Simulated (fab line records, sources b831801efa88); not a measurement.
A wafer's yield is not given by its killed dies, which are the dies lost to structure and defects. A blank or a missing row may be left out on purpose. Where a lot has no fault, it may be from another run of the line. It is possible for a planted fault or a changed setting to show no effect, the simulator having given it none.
One fault seen from 2 desks + flow gf180mcu + each desk holds nothing but its own numbers, with what lay behind them at the end

AT THE TOOL OWNER'S DESK: implanter-04
For each lot that ran on this tool, the mean over its sampled wafers that have a number, from the tool's own readings at GF_HV_LDD_IMPLANT_36. If a lot's mean is further than 4 standard deviations from the usual mean, the lot is out of limits and carries the mark OUT (the distance appears in the brackets).
Columns: A = dose ions cm2 at GF_HV_LDD_IMPLANT_36, usual 7.501e+12; B = faraday current uA at GF_HV_LDD_IMPLANT_36, usual 42.3
| lot  | first seen here | A                   | B    |
|------|-----------------|---------------------|------|
| L376 | day 12 10:08    | 7.500e+12           | 41.9 |
| L378 | day 12 22:01    | 7.964e+12 (+52) OUT | 45.0 |
| L381 | day 13 23:34    | 7.974e+12 (+53) OUT | 44.5 |
This desk's finding: out of limits on L378, L381; first on L378, day 12 22:01 (dose ions cm2 at GF_HV_LDD_IMPLANT_36). In limits: L376.

METROLOGY DESK
Lot by lot, what the gauges showed, no matter which tool ran the lot: averages of those sampled wafers that carry a number. If a lot's mean is further than 4 standard deviations from the usual mean, the lot is out of limits and carries the mark OUT (the distance appears in the brackets).
Columns: A = cd nm at GF_HV_LDD_CD_MEAS_31, usual 400.6 nm; B = HV_LDD_02_OVL at GF_HV_LDD_OVL_MEAS_32, usual 0.7 nm
| lot  | first seen here | A     | B    |
|------|-----------------|-------|------|
| L375 | day 11 23:20    | 401.8 | 0.1  |
| L376 | day 12 09:32    | 399.4 | -0.2 |
| L378 | day 12 21:23    | 399.8 | -0.0 |
| L381 | day 13 22:57    | 399.8 | 0.6  |
| L385 | day 15 09:46    | 399.4 | 2.0  |
| L395 | day 18 14:12    | 400.4 | 0.7  |
Result from this desk: across the 6 lots, nothing is out of limits.

BROUGHT TOGETHER
On L378, L381, at day 12 22:01, an alarm was possible from the tool owner's desk.
From the metrology desk's view, nothing was out of limits.
The metrology desk holds a record of L378, L381, inside its limits.
Every lot named ran GF_HV_LDD_IMPLANT_36 on implanter-04.

WHAT THE SIMULATOR HAD PUT IN
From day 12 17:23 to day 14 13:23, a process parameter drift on implanter-04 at GF_HV_LDD_IMPLANT_36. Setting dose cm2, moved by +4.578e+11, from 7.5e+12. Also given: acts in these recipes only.
Lots struck among those shown: L378, L381.
Time in hours from fault onset to the first out-of-limits reading at each desk: the tool owner's desk, 5.
